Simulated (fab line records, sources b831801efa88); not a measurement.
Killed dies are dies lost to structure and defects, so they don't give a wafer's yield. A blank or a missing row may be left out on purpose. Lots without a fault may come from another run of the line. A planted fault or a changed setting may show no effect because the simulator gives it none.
Which tool did it? | flow gf180mcu | 13 lots, 39 wafers sampled, at 6 steps of a route of 602

WHAT THE GAUGES READ, wafer by wafer
GF_HV_LDD_TW_MEAS_38. Usual: HV_LDD_3_TW 1432, standard deviation 6.8.
lot  | measured     | on            | HV_LDD_3_TW    | flag
L644 | day 11 16:37 | film_metro-01 | 1434 1437 1437 |
L645 | day 12 02:59 | film_metro-01 | 1433 1438 1440 |
L647 | day 12 19:31 | film_metro-02 | 1438 1434 1437 |
L648 | day 13 02:55 | film_metro-02 | 1428 1439 1431 |
L650 | day 13 16:55 | film_metro-01 | 1437 1435 1435 |
L651 | day 14 00:43 | film_metro-04 | 1538 1529 1542 | OFF
L652 | day 14 09:42 | film_metro-02 | 1425 1427 1431 |
L653 | day 14 15:13 | film_metro-01 | 1442 1432 1441 |
L654 | day 15 06:34 | film_metro-04 | 1530 1536 1524 | OFF
L657 | day 16 04:07 | film_metro-04 | 1535 1532 1534 | OFF
L663 | day 18 05:09 | film_metro-01 | 1433 1428 1435 |
L665 | day 18 16:13 | film_metro-04 | 1420 1429 1428 |
L666 | day 18 23:28 | film_metro-02 | 1419 1419 1422 |

GF_HV_LDD_RS_MEAS_53: measures by four-point-probe. Usual: HV_LDD_RS 418.7 ohm/sq, standard deviation 0.96.
lot  | measured     | on            | HV_LDD_RS (ohm/sq) | flag
L644 | day 12 11:53 | film_metro-02 | 419.2 419.9 419.5  |
L645 | day 12 22:49 | film_metro-04 | 419.4 418.7 417.7  |
L647 | day 13 15:47 | film_metro-04 | 418.1 417.9 417.2  |
L648 | day 13 23:55 | film_metro-04 | 418.9 418.2 417.8  |
L650 | day 14 14:40 | film_metro-02 | 419.5 420.7 419.6  |
L651 | day 14 21:34 | film_metro-01 | 398.8 399.5 400.3  | OFF
L652 | day 15 06:59 | film_metro-02 | 419.1 419.0 419.0  |
L653 | day 15 14:06 | film_metro-04 | 418.0 417.5 417.9  |
L654 | day 16 04:36 | film_metro-01 | 401.0 400.4 400.4  | OFF
L657 | day 17 03:29 | film_metro-02 | 400.8 401.3 400.1  | OFF
L663 | day 19 05:49 | film_metro-04 | 419.7 418.7 419.3  |
L665 | day 19 17:11 | film_metro-01 | 418.5 420.0 418.1  |
L666 | day 20 00:41 | film_metro-04 | 417.5 417.9 419.8  |

GF_V1_THK_MEAS_03. Usual: V1_CVD_02_THK 847 nm, standard deviation 12.
lot  | measured     | on            | V1_CVD_02_THK (nm) | flag
L644 | day 17 05:05 | film_metro-03 | 856 845 864        |
L645 | day 17 16:27 | film_metro-03 | 834 854 857        |
L647 | day 18 16:23 | film_metro-01 | 858 844 852        |
L648 | day 19 00:35 | film_metro-03 | 837 851 857        |
L650 | day 19 17:28 | film_metro-02 | 836 847 871        |
L651 | day 20 00:34 | film_metro-02 | 832 843 852        |
L652 | day 20 10:08 | film_metro-02 | 850 862 843        |
L653 | day 20 18:50 | film_metro-01 | 821 834 852        |
L654 | day 21 09:50 | film_metro-03 | 848 864 855        |
L657 | day 22 09:29 | film_metro-01 | 833 837 841        |
L663 | day 24 10:31 | film_metro-03 | 836 819 835        |
L665 | day 24 21:01 | film_metro-03 | 839 852 867        |
L666 | day 25 02:49 | film_metro-02 | 834 852 848        |

WHICH TOOL RAN EACH LOT (tool, then ch and the chambers of the sampled wafers, then the start)
lot  | GF_HV_LDD_IMPLANT_35            | GF_M1_SPUTTER_02             | GF_M1_METAL_ETCH_16
L644 | implanter-02 ch 0, day 11 16:14 | pvd_sputter-03, day 16 05:42 | rie_metal-03 ch 0,1, day 17 04:11
L645 | implanter-02 ch 0, day 12 02:36 | pvd_sputter-02, day 16 17:22 | rie_metal-01 ch 0, day 17 15:35
L647 | implanter-03 ch 0, day 12 19:08 | pvd_sputter-01, day 17 15:20 | rie_metal-03 ch 0,1, day 18 15:29
L648 | implanter-03 ch 0, day 13 02:31 | pvd_sputter-02, day 17 23:53 | rie_metal-03 ch 0,1, day 18 23:43
L650 | implanter-02 ch 0, day 13 16:31 | pvd_sputter-01, day 18 15:46 | rie_metal-04 ch 1, day 19 16:29
L651 | implanter-02 ch 0, day 14 00:00 | pvd_sputter-03, day 18 22:49 | rie_metal-04 ch 1, day 19 23:35
L652 | implanter-03 ch 0, day 14 09:18 | pvd_sputter-02, day 19 08:34 | rie_metal-04 ch 0,1, day 20 09:17
L653 | implanter-02 ch 0, day 14 14:50 | pvd_sputter-03, day 19 18:08 | rie_metal-01 ch 0,1, day 20 17:58
L654 | implanter-03 ch 0, day 15 05:52 | pvd_sputter-03, day 20 09:04 | rie_metal-04 ch 0,1, day 21 08:55
L657 | implanter-02 ch 0, day 16 03:24 | pvd_sputter-02, day 21 08:36 | rie_metal-01 ch 0,1, day 22 08:37
L663 | implanter-02 ch 0, day 18 04:45 | pvd_sputter-03, day 23 11:02 | rie_metal-03 ch 0,1, day 24 09:37
L665 | implanter-03 ch 0, day 18 15:49 | pvd_sputter-02, day 23 21:10 | rie_metal-04 ch 0, day 24 20:10
L666 | implanter-03 ch 0, day 18 23:04 | pvd_sputter-01, day 24 04:28 | rie_metal-04 ch 0,1, day 25 01:58
- GF_HV_LDD_IMPLANT_35
- GF_M1_SPUTTER_02: material AlCu, target thk 450 nm, time 23.9 s.
- GF_M1_METAL_ETCH_16: etches the open film in Cl2/BCl3, stops on SiO2, target depth 750.8 nm, time 125.1 s.

WHAT THE TOOLS THEMSELVES READ (means of the sampled wafers that have a number; where no wafer has one, the mark that the record gives instead)
GF_M1_SPUTTER_02. Usual: throttle_valve_pct 29.9 %, standard deviation 1.
lot  | tool           | throttle_valve_pct (%) | flag
L644 | pvd_sputter-03 | 29.9                   |
L645 | pvd_sputter-02 | 30.1                   |
L647 | pvd_sputter-01 | 30.1                   |
L648 | pvd_sputter-02 | 29.6                   |
L650 | pvd_sputter-01 | 29.9                   |
L651 | pvd_sputter-03 | 30.1                   |
L652 | pvd_sputter-02 | 29.7                   |
L653 | pvd_sputter-03 | 28.9                   |
L654 | pvd_sputter-03 | 30.4                   |
L657 | pvd_sputter-02 | 30.0                   |
L663 | pvd_sputter-03 | 29.0                   |
L665 | pvd_sputter-02 | 29.6                   |
L666 | pvd_sputter-01 | 30.1                   |

GF_M1_METAL_ETCH_16. Usual: drypump_motor_current_A 5.8 A, standard deviation 0.54; oes_product_au 0.988 a.u., standard deviation 0.0071; throttle_valve_pct 28.232 %, standard deviation 0.011.
lot  | tool         | drypump_motor_current_A (A) | oes_product_au (a.u.) | throttle_valve_pct (%) | flag
L644 | rie_metal-03 | 5.2                         | 0.989                 | 28.232                 |
L645 | rie_metal-01 | 6.1                         | 0.986                 | 28.225                 |
L647 | rie_metal-03 | 5.1                         | 0.985                 | 28.222                 |
L648 | rie_metal-03 | 5.1                         | 0.986                 | 28.226                 |
L650 | rie_metal-04 | 6.5                         | 0.990                 | 28.222                 |
L651 | rie_metal-04 | 6.5                         | 0.995                 | 28.224                 |
L652 | rie_metal-04 | 5.8                         | 0.987                 | 28.231                 |
L653 | rie_metal-01 | 5.6                         | 0.987                 | 28.232                 |
L654 | rie_metal-04 | 6.1                         | 0.989                 | 28.238                 |
L657 | rie_metal-01 | 5.9                         | 0.982                 | 28.236                 |
L663 | rie_metal-03 | 5.2                         | 0.987                 | 28.239                 |
L665 | rie_metal-04 | 5.4                         | 0.984                 | 28.232                 |
L666 | rie_metal-04 | 6.1                         | 0.994                 | 28.229                 |

THE ANSWER, worked out from the rows above alone
Rule: a lot is off if the mean of its wafers that have a number lies more than 3 standard deviations from the usual mean. A lot without any number at a reading at which 4 lots or more have one is off too. The other lots that the step has rows for count as sound. The gauges are gone through in route order, then the tools' own readings, and for those a lot's mean is taken as printed above. The first step at which some lot is off is used, and at that step the reading that is off furthest; a lot without a number counts as furthest.
Off: L651, L654, L657, at GF_HV_LDD_TW_MEAS_38 (HV_LDD_3_TW).
A tool fits if, at a process step before that reading, it ran every lot that is off, and no sound lot after the first of them. The gauges at GF_HV_LDD_TW_MEAS_38 aren't tried: what is off there is off at GF_HV_LDD_RS_MEAS_53 too, on other tools, and a gauge's error can't cause that. None of those tried fits.

WHAT THE SIMULATOR HAD PUT IN
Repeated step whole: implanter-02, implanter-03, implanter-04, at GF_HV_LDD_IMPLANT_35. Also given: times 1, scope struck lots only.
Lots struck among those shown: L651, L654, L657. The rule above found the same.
